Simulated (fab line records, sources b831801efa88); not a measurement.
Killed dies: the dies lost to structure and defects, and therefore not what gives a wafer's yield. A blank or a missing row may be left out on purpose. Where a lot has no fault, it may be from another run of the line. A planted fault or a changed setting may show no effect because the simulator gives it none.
Chamber matching ; flow gf180mcu ; GF_POLY_GATE_ETCH_12 on rie-diel-04: 4 sister chambers
The step etches BARC in N2/H2. 14 wafers are shown with their chamber, then 7 later ones without.

## WAFERS WITH THEIR CHAMBER
wafer;chamber;drypump-motor-current-A (A);oes-product-au (a.u.);throttle-valve-pct (%)
L263.1;0;5.1;0.734;13.232
L263.3;1;5.8;0.722;13.218
L263.4;2;5.2;0.738;13.203
L262.1;1;5.8;0.741;13.224
L262.2;0;5.0;0.735;13.233
L262.3;2;5.2;0.745;13.203
L264.2;1;5.8;0.738;13.206
L264.5;0;5.1;0.732;13.218
L264.6;3;5.4;0.748;13.206
L267.1;1;5.7;0.728;13.214
L267.2;2;5.2;0.736;13.225
L267.4;0;5.1;0.730;13.200
L269.1;3;5.4;0.735;13.204
L269.3;2;5.2;0.736;13.215

SIGNATURES, as means of the wafers listed above
reading;chamber 0;chamber 1;chamber 2;chamber 3;scatter within a chamber
drypump-motor-current-A;5.075;5.775;5.200;5.400;0.0387
oes-product-au;0.73275;0.73225;0.73875;0.74150;0.00622
throttle-valve-pct;13.22075;13.21550;13.21150;13.20500;0.0111
Rule: for a wafer and a chamber, the distance is found by dividing, reading by reading, the gap between the wafer's reading and the chamber's mean by the reading's scatter, squaring, summing and taking the root. If the next closest chamber is less than 2 further off than the closest, the wafer can't be placed; otherwise it belongs to the closest. The scatter: the root of (the sum of the squares of (reading less its chamber's mean) over the shown wafers, divided by (wafers less chambers)).

## WAFERS MISSING THEIR CHAMBER
wafer;drypump-motor-current-A (A);oes-product-au (a.u.);throttle-valve-pct (%)
L269.6;5.4;0.733;13.222
L270.1;5.4;0.736;13.212
L270.3;5.2;0.733;13.209
L270.4;5.2;0.746;13.210
L272.1;5.4;0.728;13.211
L272.2;5.8;0.736;13.228
L272.3;5.1;0.736;13.215

## THE CHAMBER EACH PASSED THROUGH
wafer;from the rows above;in truth
L269.6;3;3
L270.1;3;3
L270.3;2;2
L270.4;2;2
L272.1;3;3
L272.2;1;1
L272.3;can't be placed: 0 or 2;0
Correctly placed: 6 of 7. Cannot be placed on the basis of these rows: 1; the candidates contain the true chamber in 1. Placed wrongly: 0.
